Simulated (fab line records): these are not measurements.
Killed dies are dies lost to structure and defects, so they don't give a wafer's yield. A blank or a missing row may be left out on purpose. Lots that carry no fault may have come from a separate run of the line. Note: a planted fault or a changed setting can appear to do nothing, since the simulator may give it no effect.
Which tool did it? :: flow sky130 :: 33 wafers from 11 lots sampled at 4 of the route's 708 steps

WHAT THE GAUGES SHOWED, per wafer
SKY_VIA1_THK_MEAS_01.
lot: L206
measured: day 33 08:15
on: film_metro-01
VIA1_HDPCVD_THK (nm): 1029 1040 1041

lot: L208
measured: day 33 17:35
on: film_metro-01
VIA1_HDPCVD_THK (nm): 1035 1037 1044

lot: L210
measured: day 34 02:05
on: film_metro-03
VIA1_HDPCVD_THK (nm): 1034 1046 1043

lot: L212
measured: day 35 20:06
on: film_metro-01
VIA1_HDPCVD_THK (nm): 1024 670 1020

lot: L216
measured: day 37 01:01
on: film_metro-01
VIA1_HDPCVD_THK (nm): 1027 676 1045

lot: L223
measured: day 39 03:08
on: film_metro-01
VIA1_HDPCVD_THK (nm): 1027 1011 1016

lot: L226
measured: day 39 10:03
on: film_metro-01
VIA1_HDPCVD_THK (nm): 1021 1026 1037

lot: L225
measured: day 39 13:19
on: film_metro-01
VIA1_HDPCVD_THK (nm): 1036 1026 1032

lot: L228
measured: day 39 17:25
on: film_metro-02
VIA1_HDPCVD_THK (nm): 1035 1051 1045

lot: L227
measured: day 39 20:23
on: film_metro-02
VIA1_HDPCVD_THK (nm): 1027 1040 1036

lot: L229
measured: day 40 02:59
on: film_metro-03
VIA1_HDPCVD_THK (nm): 1022 1016 1021

WHICH TOOL RAN EACH LOT (tool, then ch and the chambers of the sampled wafers, then the start)
lot: L206
SKY_CONTACT_ETCH_17: rie_diel-03 ch 1,2,3, day 32 02:56
SKY_CONTACT_CMP_27: cmp-02 ch 1,2,3, day 32 04:10
SKY_VIA1_HDPCVD_00: hdpcvd-02 ch 0,1, day 33 08:08

lot: L208
SKY_CONTACT_ETCH_17: rie_diel-03 ch 2,3, day 32 11:28
SKY_CONTACT_CMP_27: cmp-02 ch 0,2,3, day 32 12:32
SKY_VIA1_HDPCVD_00: hdpcvd-02 ch 0,1, day 33 17:28

lot: L210
SKY_CONTACT_ETCH_17: rie_diel-03 ch 1,2,3, day 32 20:19
SKY_CONTACT_CMP_27: cmp-01 ch 0,2, day 32 21:23
SKY_VIA1_HDPCVD_00: hdpcvd-02 ch 0,2, day 34 01:58

lot: L212
SKY_CONTACT_ETCH_17: rie_diel-02 ch 0,1, day 34 15:31
SKY_CONTACT_CMP_27: cmp-02 ch 0,3, day 34 16:33
SKY_VIA1_HDPCVD_00: hdpcvd-01 ch 0,1,2, day 35 19:58

lot: L216
SKY_CONTACT_ETCH_17: rie_diel-01 ch 0,1, day 35 19:58
SKY_CONTACT_CMP_27: cmp-02 ch 1,2,3, day 35 21:08
SKY_VIA1_HDPCVD_00: hdpcvd-01 ch 0,1, day 37 00:53

lot: L223
SKY_CONTACT_ETCH_17: rie_diel-01 ch 0,3, day 37 22:26
SKY_CONTACT_CMP_27: cmp-02 ch 0,1,3, day 37 23:35
SKY_VIA1_HDPCVD_00: hdpcvd-02 ch 0,1, day 39 03:01

lot: L226
SKY_CONTACT_ETCH_17: rie_diel-02 ch 0,3, day 38 05:46
SKY_CONTACT_CMP_27: cmp-02 ch 0,1,2, day 38 06:56
SKY_VIA1_HDPCVD_00: hdpcvd-02 ch 0,1, day 39 09:56

lot: L225
SKY_CONTACT_ETCH_17: rie_diel-01 ch 0,1,2, day 38 09:43
SKY_CONTACT_CMP_27: cmp-02 ch 0,2,3, day 38 10:47
SKY_VIA1_HDPCVD_00: hdpcvd-01 ch 0,1,2, day 39 13:11

lot: L228
SKY_CONTACT_ETCH_17: rie_diel-02 ch 0,1, day 38 14:14
SKY_CONTACT_CMP_27: cmp-02 ch 1,2,3, day 38 15:26
SKY_VIA1_HDPCVD_00: hdpcvd-01 ch 0,1,2, day 39 17:20

lot: L227
SKY_CONTACT_ETCH_17: rie_diel-02 ch 1,2, day 38 16:04
SKY_CONTACT_CMP_27: cmp-01 ch 1,2, day 38 17:40
SKY_VIA1_HDPCVD_00: hdpcvd-02 ch 0,2, day 39 20:16

lot: L229
SKY_CONTACT_ETCH_17: rie_diel-02 ch 0,1,2, day 39 00:46
SKY_CONTACT_CMP_27: cmp-01 ch 0,1,3, day 39 01:48
SKY_VIA1_HDPCVD_00: hdpcvd-01 ch 0,1, day 40 02:53
- SKY_CONTACT_ETCH_17: etches SiO2 in C4F8/O2/Ar, stops on Si3N4, target depth 340 nm.
- SKY_CONTACT_CMP_27: polishes, stops on SiO2, t overpolish 15 s, target thk 0 nm.
- SKY_VIA1_HDPCVD_00: deposits SiO2, target thk 1030 nm, time 171.7 s.

THE ANSWER, worked out from the rows above alone
Rule: the usual values come from the lots themselves. Put in order of their means at a reading, lots are off if they are a third of the lots or fewer, leave a main group of 4 or more, and stand apart from it by a gap of 3 or more times the standard deviation of the main group's means; of several such gaps the widest counts. If all means in a main group match to the digits the tables above print for the reading, that group is not used. A lot without any number at a reading at which 4 lots or more have one is off too. Where the step has rows for the other lots, those lots are counted as sound.
Off: L212, L216, at SKY_VIA1_THK_MEAS_01 (VIA1_HDPCVD_THK). The main group has a mean of 1032 nm with a standard deviation of 8.5.
If a tool, at a process step before that reading, ran all the lots that are off and no sound lot after the first of them, it fits. Those tools and the gauges at SKY_VIA1_THK_MEAS_01 are tried in the same way. None of those tried fits.

WHAT THE SIMULATOR PUT IN
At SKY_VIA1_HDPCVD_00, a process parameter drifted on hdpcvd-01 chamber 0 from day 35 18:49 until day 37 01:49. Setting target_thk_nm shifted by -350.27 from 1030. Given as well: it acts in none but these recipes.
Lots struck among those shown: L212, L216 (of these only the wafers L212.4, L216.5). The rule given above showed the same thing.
